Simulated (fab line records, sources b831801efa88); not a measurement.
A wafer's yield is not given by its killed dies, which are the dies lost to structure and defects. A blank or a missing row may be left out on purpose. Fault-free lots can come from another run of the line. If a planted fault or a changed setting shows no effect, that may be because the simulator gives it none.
Split-lot experiment	flow sky130	on a route of 708 steps: 5 lots, 23 wafers read

== ABOUT THE SPLIT ==
At SKY_LI_CONTACT_SPUTTER_19 (material Ti, target thk 20 nm, time 106.37 s), the setting chamber pressure pa was moved away from the recipe's 5 Pa on 15 of the 23 wafers read, by -11.0% to -7.1%. The other wafers ran this setting at the recipe's value.

The split's own step is where the reading is taken.

== THE READING ==
Ti_of_LI_CONTACT_SPUTTER_19.thk nm (the simulator's own value, which no gauge read), in nm, at SKY_LI_CONTACT_SPUTTER_19 (material Ti, target thk 20 nm, time 106.37 s). There is no usual value for it anywhere in the file. Here, 8 wafers ran the recipe; their average is 20.17 nm with a standard deviation of 0.38 nm.

wafer	tool, chamber at the split	chamber pressure pa as run, Pa	against the recipe	Ti_of_LI_CONTACT_SPUTTER_19.thk nm, nm	against lot-mates on the recipe
L074.1	pvd sputter-03, -	4.476	-10.5%	21.98	no lot-mate on the recipe
L074.3	pvd sputter-03, -	4.476	-10.5%	22.29	no lot-mate on the recipe
L074.4	pvd sputter-03, -	4.476	-10.5%	22.49	no lot-mate on the recipe
L074.5	pvd sputter-03, -	4.476	-10.5%	21.97	no lot-mate on the recipe
L074.6	pvd sputter-03, -	4.476	-10.5%	22.07	no lot-mate on the recipe
L079.4	pvd sputter-03, -	5	recipe	19.72	-
L079.5	pvd sputter-03, -	5	recipe	19.93	-
L079.6	pvd sputter-03, -	5	recipe	19.63	-
L082.1	pvd sputter-03, -	5	recipe	20.73	-
L082.2	pvd sputter-03, -	5	recipe	20.3	-
L082.4	pvd sputter-03, -	5	recipe	20.12	-
L082.5	pvd sputter-03, -	5	recipe	20.7	-
L082.6	pvd sputter-03, -	5	recipe	20.26	-
L083.1	pvd sputter-03, -	4.45	-11.0%	22.5	no lot-mate on the recipe
L083.2	pvd sputter-03, -	4.45	-11.0%	21.89	no lot-mate on the recipe
L083.3	pvd sputter-03, -	4.45	-11.0%	21.99	no lot-mate on the recipe
L083.4	pvd sputter-03, -	4.45	-11.0%	22	no lot-mate on the recipe
L083.5	pvd sputter-03, -	4.45	-11.0%	21.98	no lot-mate on the recipe
L084.1	pvd sputter-01, -	4.643	-7.1%	21.09	no lot-mate on the recipe
L084.2	pvd sputter-01, -	4.643	-7.1%	21.74	no lot-mate on the recipe
L084.3	pvd sputter-01, -	4.643	-7.1%	21.54	no lot-mate on the recipe
L084.5	pvd sputter-01, -	4.643	-7.1%	21.7	no lot-mate on the recipe
L084.6	pvd sputter-01, -	4.643	-7.1%	21.46	no lot-mate on the recipe

FIT RESULTS
A straight line over all 23 wafers: Ti_of_LI_CONTACT_SPUTTER_19.thk nm changes by -0.181 nm for each +1% of chamber pressure pa; r = -0.95; the points scatter about the line by 0.31 nm.
Too few moved wafers have a lot-mate on the recipe to fit a line with each lot's own level taken away.

== FILE'S OWN FIT ==
Ti_of_LI_CONTACT_SPUTTER_19.thk nm changes by -0.181 nm for each +1% of chamber pressure pa, r = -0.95.
